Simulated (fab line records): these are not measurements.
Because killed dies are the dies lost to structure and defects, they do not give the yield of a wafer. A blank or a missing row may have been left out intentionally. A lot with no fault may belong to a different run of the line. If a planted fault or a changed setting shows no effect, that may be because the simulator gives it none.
Struck lot and sound lot, side by side / flow sfqLine / 42 steps out of a route of 325
Sound: the wafers L809.1, L809.4, L809.6. Struck: wafers L793.1, L793.6 (left out: L793.2, a lot-mate that was not struck); the cause follows at the end.
At each step with rows: each side's tool, then ch and its chambers, then its first start. Under that, the readings that differ: sound wafers / struck wafers / difference of the means / sigmas: that difference in standard deviations of wafers without a fault.
alike: words and numbers the same on both sides, and readings whose means are apart by under 2 such deviations; not compared: readings that were withheld, readings missing a value for some wafer, numbers with overlapping values and no deviation given by the record, and bounds like >300 which may hide the same value.
A row with sigmas, a row that says differs or no value, or rows on one side alone: a step with any of these is where the two part. Non-overlapping numbers with no deviation appear without sigmas and do not part them. A reading that every wafer of one side lacks parts them only if that side has two wafers or more.

SFQ_TRILAYER_I4_VIA_STRIP_STRIP_107: strips in O2.
  sound on rieMetal-04 ch 0,1, day 58 00:20; struck on rieMetal-04 ch 0,1, day 46 19:23
  alike: chamberPressureMTorr, drypumpMotorCurrentA, oesProductAu, platenTempC
  not compared: rfHoursCounterH
then, 6 steps without rows for these wafers: SFQ_TRILAYER_I4_VIA_STRIP_SOLV_CLEAN_108 (cleans in NMP, time 600 s); SFQ_TRILAYER_JJ_TRILAYER_DEP_PRE_CLEAN_113 (time 22.5 s); SFQ_TRILAYER_JJ_TRILAYER_DEP_SPUTTER_109 (material Nb, target thk 150 nm, time 100 s); SFQ_TRILAYER_JJ_TRILAYER_DEP_SPUTTER_110 (material Al, target thk 8 nm, time 10 s); SFQ_TRILAYER_JJ_TRILAYER_DEP_AL_OXIDATION_111 (oxidation time 600 s); SFQ_TRILAYER_JJ_TRILAYER_DEP_SPUTTER_112 (material Nb, target thk 170 nm, time 113.3 s).
SFQ_JJ_RS_MEAS_929: uses a four-point probe to measure.
  struck on filmMetro-01, day 46 21:22; sound on filmMetro-01, day 58 02:19
  alike: JJ_NB_RS
then, 3 steps without rows for these wafers: SFQ_TRILAYER_JJ_CE_LITHO_COAT_119 (resist thk 62 nm); SFQ_TRILAYER_JJ_CE_LITHO_COAT_114 (resist thk 600 nm); SFQ_TRILAYER_JJ_CE_LITHO_SOFTBAKE_118.
SFQ_TRILAYER_JJ_CE_LITHO_EXPOSE_115: exposes mask J5, target cd 700 nm.
  sound on krfScanner-01 ch 0, day 58 04:27; struck on krfScanner-01 ch 0, day 47 04:35
  alike: mask
then, 2 steps without rows for these wafers: SFQ_TRILAYER_JJ_CE_LITHO_PEB_117 (peb time 60 s); SFQ_TRILAYER_JJ_CE_LITHO_DEVELOP_116 (time 60 s).
SFQ_JJ_OVL_MEAS_931:
  struck on overlay-01, day 47 06:05; sound on overlay-02, day 58 06:03
  alike: J5_OVL
SFQ_TRILAYER_JJ_CE_METRO_MEASURE_117:
  struck on cdSem-02, day 47 06:08; sound on cdSem-02, day 58 06:05
reading=cdNm (nm); sound=701.9 701.9 701.1; struck=670.4 670.0; difference=-31.4; sigmas=-22
SFQ_TRILAYER_JJ_CE_BARC_OPEN_RIE_150: chemistry O2, target BARC, target depth 240 nm, time 80 s.
  sound on rieMetal-04 ch 0,1, day 58 07:17; struck on rieMetal-04 ch 0, day 47 07:20
reading=model.JJ.cdNm (nm); sound=701.1 700.3 700; struck=671.7 672.3; difference=-28.5; sigmas=
  alike: chamberPressureMTorr, drypumpMotorCurrentA, oesProductAu
  not compared: rfHoursCounterH
SFQ_TRILAYER_JJ_CE_ETCH_RIE_118: chemistry SF6, target Nb, stops on Al2O3, time 97.7 s, target depth 170 nm.
  sound on rieMetal-04 ch 0,1, day 58 07:22; struck on rieMetal-04 ch 0, day 47 07:25
reading=model.JJ.cdNm (nm); sound=702.2 702 701.6; struck=671.1 670.7; difference=-31.0; sigmas=
  alike: chamberPressureMTorr, drypumpMotorCurrentA, oesProductAu
  not compared: rfHoursCounterH
next, for these wafers, 1 step has no rows: SFQ_TRILAYER_JJ_ANODIZE_ANODIZE_119.
SFQ_TRILAYER_JJ_CE_STRIP_STRIP_120: strips in O2.
  sound on rieMetal-03 ch 0,1, day 58 07:59; struck on rieMetal-03 ch 0,1, day 47 08:02
  alike: chamberPressureMTorr, drypumpMotorCurrentA, oesProductAu, platenTempC
  not compared: rfHoursCounterH
then, 7 steps without rows for these wafers: SFQ_TRILAYER_JJ_CE_STRIP_SOLV_CLEAN_121 (cleans in NMP, time 600 s); SFQ_TRILAYER_M5_LITHO_COAT_128 (resist thk 62 nm); SFQ_TRILAYER_M5_LITHO_COAT_123 (resist thk 600 nm); SFQ_TRILAYER_M5_LITHO_SOFTBAKE_127; SFQ_TRILAYER_M5_LITHO_EXPOSE_124 (exposes mask M5, target cd 700 nm); SFQ_TRILAYER_M5_LITHO_PEB_126 (peb time 60 s); SFQ_TRILAYER_M5_LITHO_DEVELOP_125 (time 60 s).
-- the record jumps here: 6 days lie between the struck wafers' starts before and after --
SFQ_M5_OVL_MEAS_932:
  struck on overlay-02, day 52 21:47; sound on overlay-01, day 64 06:25
reading=M5_OVL (nm); sound=4 3 12; struck=-11 -13; difference=-18; sigmas=-3
then, 4 steps without rows for these wafers: SFQ_TRILAYER_M5_BARC_OPEN_METAL_ETCH_161 (etches BARC in O2, target depth 125 nm, time 41.7 s); SFQ_TRILAYER_M5_ETCH_METAL_ETCH_126 (etches Nb in Cl2/BCl3, stops on SiO2, time 203.2 s, target depth 265 nm); SFQ_TRILAYER_M5_STRIP_STRIP_127 (strips in O2); SFQ_TRILAYER_M5_STRIP_SOLV_CLEAN_128 (cleans in NMP, time 600 s).
SFQ_TRILAYER_A5B_DEP_PECVD_129: deposits SiO2 from SiH4/N2O, time 133.33 s, target thk 600 nm.
  sound on pecvd-01 ch 0,1,2, day 64 07:29; struck on pecvd-01 ch 2, day 52 23:08
  alike: heaterPowerW, throttleValvePct
then, 1 step without rows for these wafers: SFQ_TRILAYER_A5B_CMP_CMP_130 (polishes, stops on Nb, target thk 340.7 nm).
SFQ_TRILAYER_A5B_METRO_MEASURE_131:
  struck on filmMetro-01, day 53 03:44; sound on filmMetro-01, day 64 10:35
reading=thkNm (nm); sound=349 338 344; struck=331 326; difference=-15; sigmas=-3
SFQ_TRILAYER_R5_DEP_SPUTTER_132: material Ti, target thk 5 nm, time 5 s.
  struck on pvdSputter-03, day 53 04:56; sound on pvdSputter-05, day 64 11:47
  alike: throttleValvePct
then, 2 steps without rows for these wafers: SFQ_TRILAYER_R5_DEP_SPUTTER_133 (material MoNx, target thk 40 nm, time 66.7 s); SFQ_TRILAYER_R5_DEP_SPUTTER_134 (material Ti, target thk 5 nm, time 5 s).
SFQ_R5_RS_MEAS_933: uses a four-point probe to measure.
  struck on filmMetro-02, day 53 05:02; sound on filmMetro-03, day 64 11:52
reading=R5_MONX_RS (ohm/sq); sound=7.11 7.09 7.15; struck=6.92 6.89; difference=-0.21; sigmas=-2
SFQ_R5_THK_MEAS_934: measures by xrf.
  struck on filmMetro-02, day 53 05:09; sound on filmMetro-03, day 64 11:59
reading=R5_MONX_THK (nm); sound=40.5 40.7 40.5; struck=41.7 41.7; difference=+1.1; sigmas=+2
then, 1 step without rows for these wafers: SFQ_TRILAYER_R5_LITHO_COAT_141 (resist thk 62 nm).
-- the record jumps here: 32 days lie between the struck wafers' starts before and after --
SFQ_M8_BOW_MEAS_951:
  struck on filmMetro-03, day 84 21:50; sound on filmMetro-03, day 87 05:02
reading=model.etest.jj.gTimes; sound=1.004 1.003 1.002; struck=0.9168 0.9157; difference=-0.0867; sigmas=
  alike: M8_BOW

WHERE THEY PART
First at SFQ_TRILAYER_JJ_CE_METRO_MEASURE_117; last, within this record, at SFQ_R5_THK_MEAS_934. Later steps at which nothing parts them and some readings are alike: SFQ_M8_BOW_MEAS_951.

WHY: whatever the simulator had introduced
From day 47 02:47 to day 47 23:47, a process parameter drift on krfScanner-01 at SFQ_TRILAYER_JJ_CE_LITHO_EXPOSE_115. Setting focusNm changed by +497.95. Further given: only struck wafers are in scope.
